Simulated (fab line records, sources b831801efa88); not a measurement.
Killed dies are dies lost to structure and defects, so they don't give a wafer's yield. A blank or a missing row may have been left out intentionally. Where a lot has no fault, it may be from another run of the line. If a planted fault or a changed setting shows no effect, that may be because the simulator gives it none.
Matching of chambers + flow sfq line + rie diel-01 running SFQ_TRILAYER_I1_VIA_BARC_OPEN_VIA_ETCH_071: 4 sister chambers
The step etches BARC in O2, target depth 125 nm, time 41.7 s. 8 wafers are shown with their chamber, then 7 later ones without.

WAFERS, EACH WITH ITS CHAMBER
| wafer  | chamber | drypump motor current A (A) | oes product au (a.u.) |
|--------|---------|-----------------------------|-----------------------|
| L420.3 | 0       | 6.0                         | 0.689                 |
| L423.2 | 0       | 6.0                         | 0.677                 |
| L423.4 | 2       | 5.0                         | 0.683                 |
| L424.2 | 3       | 6.5                         | 0.688                 |
| L424.3 | 2       | 5.0                         | 0.686                 |
| L424.4 | 1       | 6.7                         | 0.686                 |
| L426.3 | 1       | 6.6                         | 0.680                 |
| L426.5 | 3       | 6.5                         | 0.682                 |

WAFERS WITH NO CHAMBER GIVEN
| wafer  | drypump motor current A (A) | oes product au (a.u.) |
|--------|-----------------------------|-----------------------|
| L426.6 | 5.0                         | 0.687                 |
| L427.3 | 6.7                         | 0.689                 |
| L427.5 | 6.7                         | 0.691                 |
| L427.6 | 5.0                         | 0.678                 |
| L429.3 | 6.7                         | 0.685                 |
| L429.4 | 5.0                         | 0.686                 |
| L429.5 | 6.4                         | 0.689                 |

WHICH CHAMBER EACH WENT THROUGH
| wafer  | from the rows above | in truth |
|--------|---------------------|----------|
| L426.6 | 2                   | 2        |
| L427.3 | 1                   | 1        |
| L427.5 | 1                   | 1        |
| L427.6 | 2                   | 2        |
| L429.3 | 1                   | 1        |
| L429.4 | 2                   | 2        |
| L429.5 | 3                   | 3        |
Correctly placed: 7 of 7. Not placeable from these rows: 0. 0 placed wrongly.
How it was worked out, from the rows above alone: a wafer's distance from a chamber is the root of the sum, over the readings, of the square of ((its reading less the chamber's mean) divided by the reading's scatter). The wafer belongs to the nearest chamber; if the next one is less than 2 further off, it can't be placed. A chamber's mean is the mean of its shown wafers. The scatter: the root of (the sum of the squares of (reading less its chamber's mean) over the shown wafers, divided by (wafers less chambers)).
